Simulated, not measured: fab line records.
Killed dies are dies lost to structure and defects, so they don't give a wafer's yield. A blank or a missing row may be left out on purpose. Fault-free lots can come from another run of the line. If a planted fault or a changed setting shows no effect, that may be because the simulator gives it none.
Which tool was responsible? -- flow gf180mcu -- 36 wafers from 12 lots sampled at 2 of the route's 602 steps

WHAT THE GAUGES READ, wafer by wafer
GF_VT_IMPLANT_TW_MEAS_21. Usual: VT_IMPLANT_2_TW gives 1217 (standard deviation 9.3).
lot,measured,on,VT_IMPLANT_2_TW,flag
L138,day 6 12:00,film metro-03,1223 1223 1218,
L140,day 6 22:37,film metro-04,1213 1221 1214,
L141,day 7 07:05,film metro-04,1211 1213 1215,
L142,day 7 12:14,film metro-04,1209 1214 1212,
L143,day 7 15:07,film metro-03,1228 1231 1229,
L145,day 8 07:24,film metro-03,1233 1234 1233,
L150,day 9 15:53,film metro-04,1206 1200 1206,
L151,day 9 19:56,film metro-03,1041 1042 1034,OFF
L152,day 10 04:41,film metro-04,1024 1020 1021,OFF
L153,day 10 10:23,film metro-03,1221 1211 1215,
L158,day 11 17:20,film metro-01,1232 1219 1224,
L159,day 12 02:11,film metro-04,1214 1204 1214,

WHICH TOOL RAN EACH LOT (tool, then ch and the chambers of the sampled wafers, then the start)
lot,GF_VT_IMPLANT_IMPLANT_19
L138,"implanter-04 ch 0, day 6 11:46"
L140,"implanter-02 ch 0, day 6 22:22"
L141,"implanter-01 ch 0, day 7 06:50"
L142,"implanter-04 ch 0, day 7 11:59"
L143,"implanter-02 ch 0, day 7 14:52"
L145,"implanter-04 ch 0, day 8 07:10"
L150,"implanter-01 ch 0, day 9 15:38"
L151,"implanter-04 ch 0, day 9 19:43"
L152,"implanter-04 ch 0, day 10 04:26"
L153,"implanter-02 ch 0, day 10 10:08"
L158,"implanter-02 ch 0, day 11 17:05"
L159,"implanter-01 ch 0, day 12 01:58"
- GF_VT_IMPLANT_IMPLANT_19

WHAT THE TOOLS THEMSELVES READ (means of the sampled wafers that have a number; where no wafer has one, the mark that the record gives instead)
GF_VT_IMPLANT_IMPLANT_19. Usual: dose ions cm2 4.35e+12, standard deviation 5.5e+09; faraday current uA 24.5, standard deviation 0.49.
lot,tool,dose ions cm2,faraday current uA,flag
L138,implanter-04,4.35e+12,24.2,
L140,implanter-02,4.36e+12,24.5,
L141,implanter-01,4.34e+12,24.5,
L142,implanter-04,4.36e+12,24.6,
L143,implanter-02,4.35e+12,24.7,
L145,implanter-04,4.35e+12,24.9,
L150,implanter-01,4.35e+12,24.4,
L151,implanter-04,2.59e+12,14.7,OFF
L152,implanter-04,2.59e+12,14.6,OFF
L153,implanter-02,4.35e+12,24.7,
L158,implanter-02,4.35e+12,24.6,
L159,implanter-01,4.35e+12,24.6,

THE ANSWER, worked out from the rows above alone
Rule: a lot counts as off when the mean over its wafers that have a number is more than 3 standard deviations away from the usual mean. Also off: a lot with no number at a reading for which 4 or more lots have one. The other lots that the step has rows for count as sound. The gauges are gone through in route order, then the tools' own readings, and for those a lot's mean is taken as printed above. The first step at which some lot is off is used, and at that step the reading that is off furthest; a lot without a number counts as furthest.
Off: L151, L152, seen at GF_VT_IMPLANT_TW_MEAS_21 (VT_IMPLANT_2_TW).
A tool fits if, at a process step before that reading, it ran every lot that is off, and no sound lot after the first of them. Not tried: the gauges at GF_VT_IMPLANT_TW_MEAS_21; whatever is off there is also off at GF_VT_IMPLANT_IMPLANT_19, on other tools, and gauge error can't account for it. One fits: GF_VT_IMPLANT_IMPLANT_19 on implanter-04. A fault onset in the window from L145 (day 8 07:10, its last sound lot) to L151 (day 9 19:43, its first lot off) fits.
The tool's own readings at GF_VT_IMPLANT_IMPLANT_19 bear it out: on the lots that are off they differ by more than 5 times the standard deviation of the sound lots' means. dose ions cm2 reads 2.59e+12 there against 4.35e+12 on the sound lots; faraday current uA reads 14.6 there against 24.6 on the sound lots.

WHAT THE SIMULATOR PUT IN
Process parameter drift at GF_VT_IMPLANT_IMPLANT_19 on implanter-04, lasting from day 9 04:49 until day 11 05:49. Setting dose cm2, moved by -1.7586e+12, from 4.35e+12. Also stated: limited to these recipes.
Lots struck among those shown: L151, L152. The same result came from the rule above.
